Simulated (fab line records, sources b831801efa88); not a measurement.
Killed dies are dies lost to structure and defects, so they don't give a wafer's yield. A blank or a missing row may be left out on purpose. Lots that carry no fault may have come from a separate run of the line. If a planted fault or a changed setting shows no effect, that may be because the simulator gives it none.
8D (eight disciplines) problem report, filled in by code || flow sky130 || the parts of the form that need people (team, actions taken, sign-off) are left out

== 1. THE ISSUE ==
Wafers free of any fault read 597 nm (standard deviation 5.5) for FIELD_ISO_CVD_24_THK at SKY_FIELD_ISO_THK_MEAS_25, against a mean of 689 nm on 3 wafers of 3 lots. That puts it +17 standard deviations away from the usual mean.
First observed at day 6 03:40: wafer L838.6, on film_metro-03. At this step, 36 wafers from 13 lots have a number in the record. By rule, "out" or "out of limits" means more than 4 standard deviations away from the usual mean. The other wafers with a number count as sound.

== 2. WHAT IT IS, WHAT IT ISN'T ==
{"question": "which readings at this step", "is": "FIELD_ISO_CVD_24_THK", "is not": "-"}
{"question": "which lots", "is": "L838, L841, L843", "is not": "L822, L826, L827, L828, L829, L830, L831, L832, L833, L836"}
{"question": "which wafers of those lots", "is": "L838.6, L841.5, L843.6", "is not": "L838.3, L838.4, L841.2"}
{"question": "read on which gauges", "is": "film_metro-03, film_metro-04", "is not": "film_metro-01"}
{"question": "when", "is": "from day 6 03:40", "is not": "up to then (32 sound wafers); but 1 sound wafer of L841 came after"}

== 3. WHAT RULES OUT EACH SUSPECT ==
Counting: a tool at a process step up to the reading stays a suspect if it ran every lot that is out. Sound lots after the first of them don't rule it out here, since some wafers of a struck lot are sound.
- ruled out: the gauge at SKY_FIELD_ISO_THK_MEAS_25. Those wafers that are out were read across 2 gauges (film_metro-03, film_metro-04).
- hdpcvd-02 at SKY_FIELD_ISO_CVD_24 (deposits SiO2, target thk 595 nm, time 99.2 s): kept. Every lot that is out went through it, the first being L838 (day 6 03:35); the last sound lot it ran before that was L831 (day 4 20:53).
Remaining after the count: hdpcvd-02 at SKY_FIELD_ISO_CVD_24.

== 4. THE CAUSE (what the simulator had put in) ==
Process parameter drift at SKY_FIELD_ISO_CVD_24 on hdpcvd-02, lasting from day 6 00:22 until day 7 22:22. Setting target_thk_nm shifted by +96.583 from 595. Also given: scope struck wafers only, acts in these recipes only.
Only this tool survived the counting.

== 5. THE CHAIN OF EFFECTS, in route order ==
Each row: a reading whose mean over the struck wafers that have a number lies more than 3 standard deviations from the usual. Scope: only readings with a usual standard deviation given in the record; hours: median across lots of the time from each lot's start at the first step in this table that gives one to its start at this step; sigmas: change in usual standard deviations.
{"hours": 0, "step": "SKY_FIELD_ISO_THK_MEAS_25", "reading": "FIELD_ISO_CVD_24_THK", "usual": "597 nm", "on struck wafers": 689, "change": "+92", "sigmas": "+17"}
{"hours": 7, "step": "SKY_FIELD_ISO_CMP_27", "reading": "time_to_endpoint_s", "usual": "113 s", "on struck wafers": 132, "change": "+19", "sigmas": "+4.6"}
Its process steps:
- SKY_FIELD_ISO_CMP_27: polishes, stops on Si3N4, t overpolish 16 s, target thk 457.8 nm.
Later steps that measure or inspect, where all struck wafers having a row at the step show a number for every such reading and not one has moved that far: SKY_DNWELL_TW_MEAS_09, SKY_NWELL_TW_MEAS_26.

== 6. HOW IT WOULD HAVE BEEN CAUGHT EARLIER ==
Counted from the fault's start at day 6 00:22, it took 3 hours until the first out-of-limits reading at a measuring or inspecting step in this record, taken at day 6 03:40.
Lots out: 3; of these, L841, L843 started SKY_FIELD_ISO_CVD_24 on hdpcvd-02 after day 6 03:40. A hold on the tool at that time would have spared those 2.
